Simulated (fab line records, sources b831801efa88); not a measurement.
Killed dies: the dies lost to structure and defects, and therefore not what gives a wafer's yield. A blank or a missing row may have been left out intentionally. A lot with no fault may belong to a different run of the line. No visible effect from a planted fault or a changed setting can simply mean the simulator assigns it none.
8D (eight disciplines) problem report, filled in by code + flow sky130 + the parts of the form that need people (team, actions taken, sign-off) are left out

== 1. THE ISSUE ==
Across 2 wafers from 2 lots, CAP2M_CVD_00_THK at SKY_CAP2M_THK_MEAS_01 averages 7.26 nm, while fault-free wafers read 15.47 nm with a standard deviation of 0.22. That is -37 standard deviations from the usual mean.
Seen first at day 45 03:03 on film_metro-01, wafer L758.3. The record holds 33 wafers of 11 lots with a number at this step. Rule for "out" (also "out of limits"): further than 4 standard deviations from the usual mean. Any other wafer with a number is counted as sound.

== 2. WHAT THIS IS AND IS NOT ==
| question                    | is                           | is not                                                                                 |
|-----------------------------|------------------------------|----------------------------------------------------------------------------------------|
| which readings at this step | CAP2M_CVD_00_THK             | -                                                                                      |
| which lots                  | L758, L759                   | L743, L744, L746, L748, L749, L752, L760, L763, L764                                   |
| which wafers of those lots  | L758.3, L759.3               | L758.4, L758.5, L759.2, L759.5                                                         |
| read on which gauges        | film_metro-01, film_metro-02 | film_metro-04                                                                          |
| when                        | from day 45 03:03            | up to then (20 sound wafers); but 11 sound wafers of L759, L760, L763, L764 came after |

== 3. SUSPECTS, AND WHAT RULES EACH OUT ==
Counting: a tool at a process step up to the reading stays a suspect if it ran every lot that is out. Sound lots after the first of them don't rule it out here, since some wafers of a struck lot are sound.
- the gauge at SKY_CAP2M_THK_MEAS_01 has been ruled out. The wafers that are out were read on 2 gauges (film_metro-01, film_metro-02).
- pecvd-04 at SKY_CAP2M_CVD_00 (deposits SiO2, target thk 15.5 nm): kept. It ran every lot that is out, first L758 (day 45 03:00); its last sound lot up to then is L752 (day 43 17:01).
Remaining after the count: pecvd-04 at SKY_CAP2M_CVD_00.

== 4. THE CAUSE (what the simulator had put in) ==
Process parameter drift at SKY_CAP2M_CVD_00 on pecvd-04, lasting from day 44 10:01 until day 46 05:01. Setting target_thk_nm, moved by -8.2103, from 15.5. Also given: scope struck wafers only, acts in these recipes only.
This tool alone remained once counting was done.

== 5. THE CHAIN OF EFFECTS, in route order ==
Each row: a reading where the mean over the struck wafers with a number is more than 3 standard deviations away from the usual. Only readings whose record carries a usual standard deviation are examined. hours: median over the lots of the time between each lot's start at the first step of this table that gives one and its start at this step. sigmas: the change, counted in usual standard deviations.
| hours | step                  | reading          | usual      | on struck wafers | change | sigmas |
|-------|-----------------------|------------------|------------|------------------|--------|--------|
| 0     | SKY_CAP2M_THK_MEAS_01 | CAP2M_CVD_00_THK | 15.47 nm   | 7.26             | -8.21  | -37    |
| 44    | SKY_METAL4_ETCH_17    | oes_product_au   | 0.754 a.u. | 0.556            | -0.198 | -27    |
It contains these process steps:
- SKY_METAL4_ETCH_17: etches SiO2 in C4F8/O2/Ar, stops on TiN, time 3.9 s, target depth 15 nm.

== 6. WHAT WOULD HAVE CAUGHT IT SOONER ==
Counted from the fault's start at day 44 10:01, it took 17 hours until the first out-of-limits reading at a measuring or inspecting step in this record, taken at day 45 03:03.
Of the tool readings at SKY_CAP2M_CVD_00 for which the record gives a usual standard deviation, none was out on any struck wafer, so an alarm limit of 4 standard deviations on them would not have fired.
Among the 2 lots that are out, L759 began SKY_CAP2M_CVD_00 on pecvd-04 after day 45 03:03. A tool hold placed at that time would have kept it from harm.
